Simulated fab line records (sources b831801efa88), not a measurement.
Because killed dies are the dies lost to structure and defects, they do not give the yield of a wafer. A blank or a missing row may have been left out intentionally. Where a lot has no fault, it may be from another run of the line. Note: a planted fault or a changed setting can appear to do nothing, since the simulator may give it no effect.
Chamber matching    flow sky130    SKY_VIA4_CMP_21 on cmp-02: 4 sister chambers
The step polishes, stops on SiO2, t overpolish 25 s, target thk 0 nm. 8 wafers are shown with their chamber, then 8 later ones without.

== WAFERS PAIRED WITH THEIR CHAMBERS ==
wafer   chamber  motor current A (A)  overpolish run s (s)
L265.6  1        11.0                 25.005
L264.2  2        8.9                  24.985
L264.3  1        11.2                 25.006
L264.5  0        11.3                 24.994
L269.3  0        10.8                 25.000
L269.4  2        9.0                  24.994
L269.6  3        10.1                 25.014
L274.2  3        9.7                  24.998

== WAFERS WITHOUT THEIR CHAMBER ==
wafer   motor current A (A)  overpolish run s (s)
L274.3  11.1                 24.992
L274.4  9.2                  24.999
L280.1  11.8                 25.001
L280.2  11.3                 24.987
L280.6  11.0                 24.990
L281.3  12.0                 24.981
L281.4  9.5                  24.993
L281.5  9.8                  24.997

== WHICH CHAMBER EACH ONE RAN IN ==
wafer   from the rows above      in truth
L274.3  can't be placed: 0 or 1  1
L274.4  can't be placed: 2 or 3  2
L280.1  can't be placed: 1 or 0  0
L280.2  can't be placed: 0 or 1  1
L280.6  can't be placed: 0 or 1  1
L281.3  can't be placed: 0 or 1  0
L281.4  can't be placed: 2 or 3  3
L281.5  3                        3
Placed correctly: 1 of 8. Cannot be placed on the basis of these rows: 7; the candidates contain the true chamber in 7. Number placed wrongly: 0.
How it was worked out, from the rows above alone: a wafer's distance from a chamber is the root of the sum, over the readings, of the square of ((its reading less the chamber's mean) divided by the reading's scatter). The wafer belongs to the nearest chamber; if the next one is less than 2 further off, it can't be placed. For every chamber, the mean is computed from those of its wafers that are shown. How the scatter is found: for the shown wafers, subtract from each reading the mean of its chamber, square and add these, divide the total by (wafers less chambers), then take the root.
